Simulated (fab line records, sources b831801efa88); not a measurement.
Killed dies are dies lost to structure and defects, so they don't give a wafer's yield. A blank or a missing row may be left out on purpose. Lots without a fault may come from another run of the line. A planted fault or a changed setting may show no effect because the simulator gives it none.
fab line records | flow sky130
record lots=6 wafers=18 last_day=50
route steps=708 shown METAL5@662 PAD_OPEN@708
lots that met no fault: from a run of the same line without faults
start_h: hours from the record's first day to the start of the lot's first wafer shown | wait_h: hours since the lot's step before | " the same as in the row above | L1.1+2: a row that stands for several wafers | - no value, or no start given | * or withheld: withheld | < > ~ a bound
route shown NAME@n: a module of which the file shows steps, and the number in the route of the first | usual: mean/standard deviation of fault-free wafers | same: alike in all rows | chamber/n: place in a boat | sites: the reading at each site | _std_site: their standard deviation | _edge_site: outer sites' mean less inner sites' | radius_mm: how far each site lies from the wafer's centre | mask NAME#n: copy n | behind: the tool/chamber that last shaped the wafer | hold: why the lot was held/for how many hours/how that ended | device: the transistor (n, p or np) that didn't switch | end of line: the same wafers' tests at the end of the route | a step without rows: its recipe alone | killed: dies lost to structure and defects at the first sort, not the wafer's yield | map: a wafer's dies, x killed, . not, _ none there
set.NAME: the setting as run; set.NAME@STEP: as run at that earlier step | model.NAME: the simulator's own value behind a step, which no gauge read
lots at some steps of the route; a table a step, a row a wafer
services: from which hour (start_h, from the record's first day; less than 0 if before it) a tool's chamber was out of use, for how many hours, and why
## steps
# step SKY_METAL5_SPUTTER_01
# recipe material=TiN target_thk_nm=20 power_w=6500 time_s=16.7 chamber_pressure_pa=0.4
# usual cathode_dc_power_W=6500.0/1.1 throttle_valve_pct=29.2/0.94
# columns lot.wafer tool chamber start_h wait_h cathode_dc_power_W throttle_valve_pct
L138.1 pvd_sputter-02 - 1007.46 0.0 6499.6 29.1
L138.4 " - " " 6497.6 29.3
L138.6 " - " " 6498.8 27.9
L146.1 pvd_sputter-03 - 1072.93 0.0 6501.8 29.3
L146.3 " - " " 6499.7 30.8
L146.6 " - " " 6499.0 29.1
L147.3 pvd_sputter-03 - 1074.35 0.0 6499.4 30.9
L147.4 " - " " 6501.6 30.3
L147.6 " - " " 6499.1 29.2
L148.1 pvd_sputter-02 - 1082.64 0.0 6500.1 28.2
L148.3 " - " " 6500.8 28.5
L148.5 " - " " 6499.1 28.1
L160.2 pvd_sputter-01 - 1139.15 0.0 6499.0 29.6
L160.3 " - " " 6500.5 27.9
L160.6 " - " " 6499.2 30.4
L159.1 pvd_sputter-02 - 1144.05 0.0 6501.3 28.3
L159.5 " - " " 6499.1 29.3
L159.6 " - " " 6499.8 29.8
# step SKY_METAL5_SPUTTER_02
# recipe material=AlCu target_thk_nm=1150 power_w=10600 time_s=61.2 chamber_pressure_pa=0.4
# usual cathode_dc_power_W=10600/1.8 throttle_valve_pct=29.2/0.93
# columns lot.wafer tool chamber start_h wait_h cathode_dc_power_W throttle_valve_pct
L138.1 pvd_sputter-02 - 1007.49 0.0 10600 29.2
L138.4 " - " " 10597 29.4
L138.6 " - " " 10599 28.1
L146.1 pvd_sputter-03 - 1072.96 0.0 10602 29.1
L146.3 " - " " 10601 30.5
L146.6 " - " " 10602 29.1
L147.3 pvd_sputter-03 - 1074.37 0.0 10598 30.9
L147.4 " - " " 10597 30.6
L147.6 " - " " 10602 29.4
L148.1 pvd_sputter-02 - 1082.67 0.0 10603 28.0
L148.3 " - " " 10600 28.2
L148.5 " - " " 10598 28.5
L160.2 pvd_sputter-01 - 1139.18 0.0 10602 29.7
L160.3 " - " " 10600 27.8
L160.6 " - " " 10600 30.4
L159.1 pvd_sputter-02 - 1144.08 0.0 10599 28.2
L159.5 " - " " 10599 28.9
L159.6 " - " " 10604 29.4
# step SKY_METAL5_SPUTTER_03
# recipe material=Ti target_thk_nm=5 power_w=3000 time_s=3.3 chamber_pressure_pa=0.4
# usual cathode_dc_power_W=2999.9/0.57 throttle_valve_pct=29.2/0.95
# columns lot.wafer tool chamber start_h wait_h cathode_dc_power_W throttle_valve_pct
L138.1 pvd_sputter-02 - 1007.54 0.0 3000.6 28.8
L138.4 " - " " 2999.3 29.3
L138.6 " - " " 2999.4 28.0
L146.1 pvd_sputter-03 - 1073.01 0.0 3000.5 29.1
L146.3 " - " " 2998.9 30.8
L146.6 " - " " 2999.3 29.4
L147.3 pvd_sputter-03 - 1074.43 0.0 3000.0 31.2
L147.4 " - " " 2999.8 30.4
L147.6 " - " " 2999.7 29.0
L148.1 pvd_sputter-02 - 1082.72 0.0 3000.8 27.9
L148.3 " - " " 3000.7 28.5
L148.5 " - " " 3000.5 28.2
L160.2 pvd_sputter-01 - 1139.23 0.0 2999.6 29.8
L160.3 " - " " 2999.9 28.2
L160.6 " - " " 2999.4 30.7
L159.1 pvd_sputter-02 - 1144.13 0.0 3000.1 28.3
L159.5 " - " " 2999.3 28.9
L159.6 " - " " 2999.4 29.6
# step SKY_METAL5_SPUTTER_04
# recipe material=TiN target_thk_nm=70 power_w=6500 time_s=56.1 chamber_pressure_pa=0.4
# usual cathode_dc_power_W=6500.0/1.2 throttle_valve_pct=29.2/0.93
# columns lot.wafer tool chamber start_h wait_h cathode_dc_power_W throttle_valve_pct
L138.1 pvd_sputter-02 - 1007.56 0.0 6500.0 29.3
L138.4 " - " " 6501.1 29.5
L138.6 " - " " 6500.5 28.1
L146.1 pvd_sputter-03 - 1073.03 0.0 6499.7 29.3
L146.3 " - " " 6500.5 30.6
L146.6 " - " " 6498.6 29.3
L147.3 pvd_sputter-03 - 1074.44 0.0 6501.9 31.0
L147.4 " - " " 6499.8 30.3
L147.6 " - " " 6499.7 29.3
L148.1 pvd_sputter-02 - 1082.74 0.0 6498.7 27.9
L148.3 " - " " 6500.2 28.2
L148.5 " - " " 6497.2 28.1
L160.2 pvd_sputter-01 - 1139.24 0.0 6497.5 29.5
L160.3 " - " " 6499.8 28.3
L160.6 " - " " 6499.8 30.4
L159.1 pvd_sputter-02 - 1144.14 0.0 6499.3 28.1
L159.5 " - " " 6501.3 29.0
L159.6 " - " " 6502.6 29.4
# step SKY_METAL5_RS_MEAS_05
# recipe thk_meas_gauge=four-point-probe reads=TiN_of_METAL5_SPUTTER_04+Ti_of_METAL5_SPUTTER_03+AlCu_of_METAL5_SPUTTER_02+TiN_of_METAL5_SPUTTER_01+Ti_of_METAL5_SPUTTER_00
# usual METAL5_ALCU_RS=0.02706/0.00023
# columns lot.wafer tool chamber start_h wait_h METAL5_ALCU_RS[ohm/sq]
L138.1 film_metro-02 - 1007.61 0.0 0.02741
L138.4 " - " " 0.02696
L138.6 " - " " 0.02731
L146.1 film_metro-01 - 1073.08 0.0 0.02702
L146.3 " - " " 0.0272
L146.6 " - " " 0.02692
L147.3 film_metro-04 - 1074.53 0.1 0.02691
L147.4 " - " " 0.02694
L147.6 " - " " 0.02686
L148.1 film_metro-04 - 1082.79 0.0 0.02764
L148.3 " - " " 0.02732
L148.5 " - " " 0.02763
L160.2 film_metro-02 - 1139.31 0.0 0.02706
L160.3 " - " " 0.02715
L160.6 " - " " 0.02714
L159.1 film_metro-04 - 1144.19 0.0 0.02704
L159.5 " - " " 0.0272
L159.6 " - " " 0.02694
# step SKY_METAL5_THK_MEAS_06
# recipe thk_meas_gauge=xrf reads=AlCu_of_METAL5_SPUTTER_02
# usual METAL5_ALCU_THK=1138/14
# columns lot.wafer tool chamber start_h wait_h METAL5_ALCU_THK[nm]
L138.1 film_metro-02 - 1007.73 0.1 1132
L138.4 " - " " 1151
L138.6 " - " " 1125
L146.1 film_metro-01 - 1073.20 0.1 1145
L146.3 " - " " 1141
L146.6 " - " " 1142
L147.3 film_metro-04 - 1074.63 0.1 1139
L147.4 " - " " 1140
L147.6 " - " " 1141
L148.1 film_metro-04 - 1082.91 0.1 1112
L148.3 " - " " 1122
L148.5 " - " " 1109
L160.2 film_metro-02 - 1139.42 0.1 1151
L160.3 " - " " 1138
L160.6 " - " " 1143
L159.1 film_metro-04 - 1144.31 0.1 1126
L159.5 " - " " 1120
L159.6 " - " " 1133
# step SKY_METAL5_DEHYDRATE_07
# recipe temp_c=200 time_s=60
# step SKY_METAL5_HMDS_08
# recipe prime_time_s=60 prime_temp_c=120
# step SKY_METAL5_COAT_09
# recipe resist=NOVOLAK spin_rpm=3000 resist_thk_nm=1800
# step SKY_METAL5_SOFTBAKE_10
# recipe temp_c=90 time_s=60 resist=NOVOLAK
# step SKY_METAL5_EXPOSE_11
# recipe mask_id=MM5 na=0.6 source_shape=conventional sigma_outer=0.6 polarization=unpolarized target_cd_nm=1600 dose_mj=190
# step SKY_METAL5_PEB_12
# recipe temp_c=withheld time_s=* resist=NOVOLAK
# step SKY_METAL5_DEVELOP_13
# recipe resist=NOVOLAK developer=TMAH develop_time_s=60 dev_temp_c=23
# usual developer_temp_C=23.02/0.1
# columns lot.wafer tool chamber start_h wait_h developer_temp_C
L138.1 litho_track-03 0 1029.88 0.1 23.09
L138.4 " 0 " " 23.08
L138.6 " 0 " " 22.90
L146.1 litho_track-02 0 1092.99 0.1 23.03
L146.3 " 0 " " 23.11
L146.6 " 0 " " 22.97
L147.3 litho_track-03 0 1094.69 0.1 25.22
L147.4 " 0 " " 25.26
L147.6 " 0 " " 25.20
L148.1 litho_track-03 0 1102.54 0.1 25.43
L148.3 " 0 " " 25.23
L148.5 " 0 " " 25.31
L160.2 litho_track-04 0 1156.45 0.1 22.99
L160.3 " 0 " " 23.11
L160.6 " 0 " " 23.10
L159.1 litho_track-03 0 1161.44 0.1 23.05
L159.5 " 0 " " 23.04
L159.6 " 0 " " 22.98
# step SKY_METAL5_DESCUM_14
# recipe chemistry=O2 source_power_w=150 bias_power_w=0 pressure_mtorr=10 temp_c=40 time_s=11
# usual drypump_motor_current_A=5.7/0.34 oes_product_au=1.002/0.0095 rf_fwd_power_W=147.7/0.7
# columns lot.wafer tool chamber start_h wait_h drypump_motor_current_A oes_product_au rf_fwd_power_W rf_hours_counter_h
L138.1 rie_metal-02 0 1030.03 0.1 5.7 1.000 147.9 11
L138.4 " 0 " " 5.7 1.005 148.1 -
L138.6 " 1 " " 5.8 0.996 146.4 -
L146.1 rie_metal-02 0 1093.14 0.1 5.7 1.011 148.5 15
L146.3 " 1 " " 5.8 1.001 147.0 -
L146.6 " 1 " " 5.8 1.008 146.7 -
L147.3 rie_metal-02 1 1094.80 0.1 5.8 1.010 147.3 -
L147.4 " 0 " " 5.7 1.018 147.9 -
L147.6 " 1 " " 5.8 1.007 147.7 -
L148.1 rie_metal-02 1 1102.69 0.1 5.8 0.996 147.2 14
L148.3 " 0 " " 5.7 1.005 147.8 -
L148.5 " 1 " " 5.8 0.996 147.8 -
L160.2 rie_metal-04 0 1156.57 0.1 5.8 0.998 146.5 25
L160.3 " 1 " " 5.0 0.991 148.3 -
L160.6 " 0 " " 5.8 0.999 147.2 -
L159.1 rie_metal-02 0 1161.59 0.1 5.7 1.008 148.4 21
L159.5 " 0 " " 5.7 1.001 148.1 -
L159.6 " 1 " " 5.8 1.014 147.4 -
# step SKY_PAD_OPEN_PROBE_99
# usual defect_limited_yield=82.4/1.8 killed_at_M0_to_M3=44/7 killed_at_M4_up=3.2/2 killed_at_contacts=25/5.3 killed_at_front_end=15/4.3 killed_at_other=0.3/0.54 killed_dies=86/8.7 killed_open=47/6.4 killed_short=39/5.6 sort_bin_3_pad_short=0.9/0.43 sort_bin_5_function=10.4/1.4 sort_bin_6_memory=6.3/1.2 sort_n_pass=406/8.7 sort_yield_pct=82.4/1.8
# same gross_dies=492 killed_at_back_side=0 sort_bin_4_leakage[%]=0 sort_bin_8_speed[%]=0
# columns lot.wafer tool chamber start_h wait_h defect_limited_yield[%] killed_at_M0_to_M3 killed_at_M4_up killed_at_contacts killed_at_front_end killed_at_other killed_dies killed_open killed_short sort_bin_3_pad_short[%] sort_bin_5_function[%] sort_bin_6_memory[%] sort_n_pass sort_yield_pct[%]
L146.1 prober-02 - 1134.94 0.1 82.3 57 4 20 6 0 87 52 35 1.0 9.1 7.5 405 82.3
L146.3 prober-02 - 1135.04 0.2 82.7 51 5 20 9 0 85 46 39 1.2 11.8 4.3 407 82.7
L146.6 prober-02 - 1135.19 0.2 86.4 36 2 19 10 0 67 38 29 1.0 6.9 5.7 425 86.4
# killed by level:class
L146.1 VIA1:geometric_particle:open=17 METAL1:geometric_particle:short=9 CONTACT:geometric_particle:open=8 VIA3:geometric_particle:open=8 VIA1:geometric_particle:short=6 VIA2:geometric_particle:open=6 LI_CONTACT:geometric_particle:open=5 LOCAL_INTERCONNECT:geometric_particle:short=4
L146.3 VIA1:geometric_particle:open=14 CONTACT:geometric_particle:open=9 VIA1:geometric_particle:short=8 METAL2:geometric_particle:short=6 VIA3:geometric_particle:open=5 VIA2:geometric_particle:short=5 LI_CONTACT:geometric_particle:open=4 VIA2:geometric_particle:open=4
L146.6 VIA1:geometric_particle:open=10 LOCAL_INTERCONNECT:geometric_particle:short=7 METAL2:geometric_particle:short=7 CONTACT:geometric_particle:open=6 VIA3:geometric_particle:open=6 LI_CONTACT:geometric_particle:open=4 VIA1:geometric_particle:short=4 VIA2:geometric_particle:open=4
## services
# columns tool chamber start_h hours kind
pvd_sputter-01 - 1005.01 14.3 repair
pvd_sputter-01 - 1006.91 0.7 repair
rie_metal-04 - 1035.26 28.1 pm
pvd_sputter-02 - 1065.46 5.2 repair
pvd_sputter-02 - 1108.30 5.0 repair
## key
first_sign step=SKY_METAL5_DEVELOP_13 reading=developer_temp_C direction=up sigmas=22 usual=* struck=*
effect none on later readings
met_at SKY_METAL5_DEVELOP_13
struck_wafers L147.3,L147.4,L147.6,L148.1,L148.3,L148.5
onset_between 1029.88 1094.69
fault kind=process_parameter_drift tool=litho_track-03 chamber=- onset_h=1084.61 steps=SKY_METAL5_DEVELOP_13 channel=dev_temp_c offset=* shape=step end_h=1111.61 acts_in=* stated=*
